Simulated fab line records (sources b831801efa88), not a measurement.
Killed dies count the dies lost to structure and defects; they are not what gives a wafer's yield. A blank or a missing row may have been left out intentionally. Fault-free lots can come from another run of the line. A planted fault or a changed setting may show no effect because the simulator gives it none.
Which of the tools did it? || flow sky130 || 36 wafers from 12 lots sampled at 2 of the route's 708 steps

## WHAT THE GAUGES SHOWED, per wafer
SKY_VIA4_THK_MEAS_01.
{"lot": "L945", "measured": "day 42 04:26", "on": "film_metro-04", "VIA4_HDPCVD_THK (nm)": "1749 1764 1761"}
{"lot": "L946", "measured": "day 42 06:31", "on": "film_metro-01", "VIA4_HDPCVD_THK (nm)": "1745 1761 1790"}
{"lot": "L947", "measured": "day 42 10:07", "on": "film_metro-02", "VIA4_HDPCVD_THK (nm)": "1755 1771 1749"}
{"lot": "L948", "measured": "day 42 22:06", "on": "film_metro-01", "VIA4_HDPCVD_THK (nm)": "1757 1723 1726"}
{"lot": "L950", "measured": "day 43 12:55", "on": "film_metro-01", "VIA4_HDPCVD_THK (nm)": "1747 1739 1738"}
{"lot": "L951", "measured": "day 43 13:05", "on": "film_metro-02", "VIA4_HDPCVD_THK (nm)": "1769 1733 1737"}
{"lot": "L953", "measured": "day 44 04:27", "on": "film_metro-04", "VIA4_HDPCVD_THK (nm)": "1764 1792 1775"}
{"lot": "L964", "measured": "day 46 20:59", "on": "film_metro-02", "VIA4_HDPCVD_THK (nm)": "1811 1759 1788"}
{"lot": "L965", "measured": "day 47 01:17", "on": "film_metro-01", "VIA4_HDPCVD_THK (nm)": "1744 1710 1775"}
{"lot": "L966", "measured": "day 47 17:52", "on": "film_metro-01", "VIA4_HDPCVD_THK (nm)": "1776 1715 1778"}
{"lot": "L967", "measured": "day 47 20:00", "on": "film_metro-02", "VIA4_HDPCVD_THK (nm)": "1796 1730 1770"}
{"lot": "L968", "measured": "day 48 01:44", "on": "film_metro-04", "VIA4_HDPCVD_THK (nm)": "1707 1743 1722"}

## WHAT TOOL EACH LOT RAN ON (gives the tool, then ch and the chambers of the sampled wafers, and finally the start)
{"lot": "L945", "SKY_VIA1_CVD_21": "cvd_w-01 ch 0,1, day 34 09:40"}
{"lot": "L946", "SKY_VIA1_CVD_21": "cvd_w-02 ch 0,1, day 34 11:13"}
{"lot": "L947", "SKY_VIA1_CVD_21": "cvd_w-02 ch 0,1, day 34 17:25"}
{"lot": "L948", "SKY_VIA1_CVD_21": "cvd_w-01 ch 0, day 35 04:20"}
{"lot": "L950", "SKY_VIA1_CVD_21": "cvd_w-02 ch 0,1, day 35 20:17"}
{"lot": "L951", "SKY_VIA1_CVD_21": "cvd_w-01 ch 0, day 35 20:40"}
{"lot": "L953", "SKY_VIA1_CVD_21": "cvd_w-01 ch 0,1, day 36 17:11"}
{"lot": "L964", "SKY_VIA1_CVD_21": "cvd_w-02 ch 0,1, day 39 19:32"}
{"lot": "L965", "SKY_VIA1_CVD_21": "cvd_w-02 ch 0,1, day 39 23:47"}
{"lot": "L966", "SKY_VIA1_CVD_21": "cvd_w-01 ch 0,1, day 40 15:08"}
{"lot": "L967", "SKY_VIA1_CVD_21": "cvd_w-01 ch 0,1, day 40 21:43"}
{"lot": "L968", "SKY_VIA1_CVD_21": "cvd_w-02 ch 0,1, day 41 06:13"}
- SKY_VIA1_CVD_21: deposits W, target thk 270 nm, time 80.902 s.

## AS READ BY THE TOOLS THEMSELVES (means over the sampled wafers that have a number; for cases with no such wafer, the mark the record gives instead)
SKY_VIA1_CVD_21.
{"lot": "L945", "tool": "cvd_w-01", "heater_power_w (W)": 841}
{"lot": "L946", "tool": "cvd_w-02", "heater_power_w (W)": 869}
{"lot": "L947", "tool": "cvd_w-02", "heater_power_w (W)": 866}
{"lot": "L948", "tool": "cvd_w-01", "heater_power_w (W)": 799}
{"lot": "L950", "tool": "cvd_w-02", "heater_power_w (W)": 878}
{"lot": "L951", "tool": "cvd_w-01", "heater_power_w (W)": 794}
{"lot": "L953", "tool": "cvd_w-01", "heater_power_w (W)": 820}
{"lot": "L964", "tool": "cvd_w-02", "heater_power_w (W)": 861}
{"lot": "L965", "tool": "cvd_w-02", "heater_power_w (W)": 893}
{"lot": "L966", "tool": "cvd_w-01", "heater_power_w (W)": 796}
{"lot": "L967", "tool": "cvd_w-01", "heater_power_w (W)": 822}
{"lot": "L968", "tool": "cvd_w-02", "heater_power_w (W)": 848}

## THE ANSWER, worked out from the rows above alone
Rule: the lots themselves supply what counts as usual. The widest of any qualifying gaps counts: lots, ordered by their means at a reading, are off when they make up no more than a third of the lots, leave a main group of 4 or more, and stand apart from it by 3 or more times the standard deviation of that group's means. If all means in a main group match to the digits the tables above print for the reading, that group is not used. A lot without any number at a reading at which 4 lots or more have one is off too. All remaining lots with rows at the step are treated as sound. Order of review: gauges by route order, followed by the tools' own readings, for which a lot's mean as printed above is used. At the first step where some lot is off, the reading lying furthest off is the one used; lots without a number count as furthest.
No lot is off at any reading shown: from this, nothing can be told.

## WHAT THE SIMULATOR HAD INSERTED
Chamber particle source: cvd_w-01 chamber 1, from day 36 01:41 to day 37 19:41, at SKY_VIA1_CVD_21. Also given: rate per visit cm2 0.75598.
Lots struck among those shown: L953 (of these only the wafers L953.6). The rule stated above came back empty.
